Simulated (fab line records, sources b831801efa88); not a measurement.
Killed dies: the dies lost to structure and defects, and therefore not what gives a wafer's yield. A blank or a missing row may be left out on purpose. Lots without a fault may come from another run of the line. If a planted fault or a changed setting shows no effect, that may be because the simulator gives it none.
What tool caused it?    flow gf180mcu    36 wafers from 12 lots sampled at 6 of the route's 602 steps

## WHAT THE GAUGES SHOWED, per wafer
GF_STI_THK_MEAS_04.
lot   measured     on             STI_CVD_03_THK (nm)
L713  day 1 19:34  film_metro-03  208.0 205.9 207.8
L714  day 1 23:35  film_metro-03  206.6 207.0 206.1
L715  day 2 05:33  film_metro-03  205.3 205.1 204.8
L718  day 2 19:55  film_metro-03  208.3 207.9 208.4
L723  day 3 20:34  film_metro-02  205.4 206.7 206.9
L724  day 4 01:49  film_metro-03  205.9 204.6 204.8
L725  day 4 06:34  film_metro-03  207.5 207.5 207.0
L728  day 4 23:34  film_metro-03  209.6 208.4 209.2
L730  day 5 07:34  film_metro-04  206.7 206.0 203.7
L731  day 5 12:41  film_metro-02  208.3 208.6 208.9
L732  day 5 17:34  film_metro-02  206.2 208.2 206.3
L733  day 5 23:40  film_metro-03  202.2 204.3 205.7

GF_LVPWELL_OVL_MEAS_07.
lot   measured     on          LVPWELL_OVL (nm)
L713  day 4 03:17  overlay-02  -0.3 0.9 -0.3
L714  day 4 07:52  overlay-02  -1.5 0.2 0.3
L715  day 4 14:04  overlay-02  -3.1 -1.1 -3.1
L718  day 5 06:02  overlay-02  0.9 0.2 0.4
L723  day 6 11:37  overlay-02  0.3 -0.7 -0.6
L724  day 6 18:59  overlay-01  2.5 2.7 1.5
L725  day 6 22:23  overlay-01  -2.0 -1.5 -0.8
L728  day 7 16:20  overlay-02  -3.6 -5.3 -3.6
L730  day 8 00:44  overlay-01  0.9 0.2 -0.5
L731  day 8 05:39  overlay-01  1.8 1.0 2.0
L732  day 8 12:13  overlay-01  0.8 0.9 -0.5
L733  day 8 18:29  overlay-01  -1.4 -2.7 -1.3

GF_MVSD_TW_MEAS_11.
lot   measured     on             MVSD_TW
L713  day 4 17:45  film_metro-01  1604 1608 1601
L714  day 4 22:20  film_metro-04  1579 1587 1583
L715  day 5 04:25  film_metro-02  1591 1584 1587
L718  day 5 21:53  film_metro-04  1581 1580 1577
L723  day 7 03:43  film_metro-01  1606 1600 1606
L724  day 7 11:23  film_metro-01  1566 1563 1556
L725  day 7 14:38  film_metro-02  1548 1541 1538
L728  day 8 08:11  film_metro-02  1586 1580 1585
L730  day 8 18:07  film_metro-01  1613 1608 1614
L731  day 8 23:08  film_metro-02  1573 1581 1579
L732  day 9 06:11  film_metro-04  1589 1577 1584
L733  day 9 11:53  film_metro-02  1591 1584 1584

GF_VT_IMPLANT_RS_MEAS_46: measures by four-point-probe.
lot   measured      on             MVSD_RS (ohm/sq)
L713  day 7 21:14   film_metro-02  455.1 456.3 457.8
L714  day 8 02:34   film_metro-02  456.2 456.8 455.8
L715  day 8 08:58   film_metro-01  456.7 456.9 457.1
L718  day 9 06:16   film_metro-01  456.0 457.2 458.6
L723  day 10 15:55  film_metro-02  456.6 456.8 456.8
L724  day 11 01:00  film_metro-02  514.1 514.4 514.6
L725  day 11 04:35  film_metro-04  517.7 516.6 515.9
L728  day 12 01:59  film_metro-01  456.7 455.6 455.3
L730  day 12 12:23  film_metro-01  455.8 455.6 455.9
L731  day 12 19:00  film_metro-04  459.2 458.0 458.8
L732  day 13 03:04  film_metro-04  455.8 456.2 456.4
L733  day 13 10:01  film_metro-01  458.4 459.0 459.0

## EACH LOT AND THE TOOL THAT RAN IT (in order: tool; ch and the chambers of the sampled wafers; start)
lot   GF_STI_ETCH_14                   GF_MVSD_IMPLANT_09
L713  rie_si-01 ch 0,3, day 2 07:26    implanter-04 ch 0, day 4 17:32
L714  rie_si-02 ch 1,2, day 2 11:56    implanter-04 ch 0, day 4 22:07
L715  rie_si-01 ch 1,2,3, day 2 17:29  implanter-04 ch 0, day 5 04:10
L718  rie_si-01 ch 0,1,2, day 3 09:05  implanter-01 ch 0, day 5 21:39
L723  rie_si-02 ch 0,1,2, day 4 11:14  implanter-01 ch 0, day 7 03:28
L724  rie_si-01 ch 1,2, day 4 15:32    implanter-01 ch 0, day 7 11:09
L725  rie_si-02 ch 0,1,3, day 4 20:59  implanter-01 ch 0, day 7 14:23
L728  rie_si-01 ch 0,1,2, day 5 14:08  implanter-03 ch 0, day 8 07:56
L730  rie_si-01 ch 2,3, day 5 21:47    implanter-03 ch 0, day 8 17:52
L731  rie_si-01 ch 0,1, day 6 03:17    implanter-03 ch 0, day 8 22:54
L732  rie_si-01 ch 0,2,3, day 6 08:23  implanter-04 ch 0, day 9 05:56
L733  rie_si-01 ch 0,2,3, day 6 14:20  implanter-03 ch 0, day 9 11:38
- GF_STI_ETCH_14: etches Si in HBr/Cl2/O2, target depth 360 nm, time 102.9 s.
- GF_MVSD_IMPLANT_09

## WHAT THE TOOLS THEMSELVES READ (means of the sampled wafers that have a number; where no wafer has one, the mark that the record gives instead)
GF_STI_ETCH_14.
lot   tool       HBr_flow_sccm (sccm)  drypump_motor_current_A (A)  oes_product_au (a.u.)  throttle_valve_pct (%)
L713  rie_si-01  150.3                 6.0                          0.997                  25.651
L714  rie_si-02  149.5                 5.8                          0.996                  25.662
L715  rie_si-01  150.4                 5.9                          1.004                  25.660
L718  rie_si-01  149.8                 5.9                          1.006                  25.653
L723  rie_si-02  150.0                 6.0                          1.001                  25.659
L724  rie_si-01  149.9                 5.7                          0.996                  25.650
L725  rie_si-02  149.6                 6.1                          1.012                  25.645
L728  rie_si-01  149.8                 5.9                          0.992                  25.660
L730  rie_si-01  150.0                 6.2                          1.003                  25.656
L731  rie_si-01  149.8                 5.7                          1.000                  25.648
L732  rie_si-01  150.1                 6.1                          1.004                  25.652
L733  rie_si-01  149.9                 6.1                          1.006                  25.652

GF_MVSD_IMPLANT_09.
lot   tool          dose_ions_cm2  faraday_current_uA
L713  implanter-04  5e+12          28.2
L714  implanter-04  5e+12          27.8
L715  implanter-04  5e+12          28.5
L718  implanter-01  5e+12          27.7
L723  implanter-01  5e+12          27.8
L724  implanter-01  2e+12          10.7
L725  implanter-01  2e+12          10.6
L728  implanter-03  5e+12          28.1
L730  implanter-03  5e+12          28.6
L731  implanter-03  5e+12          28.0
L732  implanter-04  5e+12          28.5
L733  implanter-03  5e+12          28.3

## THE ANSWER, worked out from the rows above alone
Rule: the lots themselves supply what counts as usual. The widest of any qualifying gaps counts: lots, ordered by their means at a reading, are off when they make up no more than a third of the lots, leave a main group of 4 or more, and stand apart from it by 3 or more times the standard deviation of that group's means. A main group is skipped when, at the precision printed for the reading in the tables above, its means are all equal. Also off: a lot with no number at a reading for which 4 or more lots have one. Any other lot the step has rows for is counted as sound. First the gauges in route order, then the tools' own readings, where a lot's mean is used as printed above. The first step at which some lot is off is used, and at that step the reading that is off furthest; a lot without a number counts as furthest.
Off: L724, L725, seen at GF_VT_IMPLANT_RS_MEAS_46 (MVSD_RS). Main group: mean 456.9 ohm/sq, sd 1.
If a tool, at a process step before that reading, ran all the lots that are off and no sound lot after the first of them, it fits. The gauges at GF_VT_IMPLANT_RS_MEAS_46 aren't tried: what is off there is off at GF_MVSD_IMPLANT_09 too, on other tools, and a gauge's error can't cause that. One fits: GF_MVSD_IMPLANT_09 on implanter-01. A fault onset in the window from L723 (day 7 03:28, its last sound lot) to L724 (day 7 11:09, its first lot off) fits.
The tool's own readings at GF_MVSD_IMPLANT_09 bear it out: on the lots that are off they differ by more than 5 times the standard deviation of the sound lots' means. dose_ions_cm2 reads 2e+12 there against 5e+12 on the sound lots; faraday_current_uA reads 10.6 there against 28.1 on the sound lots.

## WHAT THE SIMULATOR HAD INSERTED
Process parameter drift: implanter-01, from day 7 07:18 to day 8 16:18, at GF_MVSD_IMPLANT_09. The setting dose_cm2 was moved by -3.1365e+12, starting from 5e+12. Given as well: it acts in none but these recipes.
Lots struck among those shown: L724, L725. The rule given above showed the same thing.
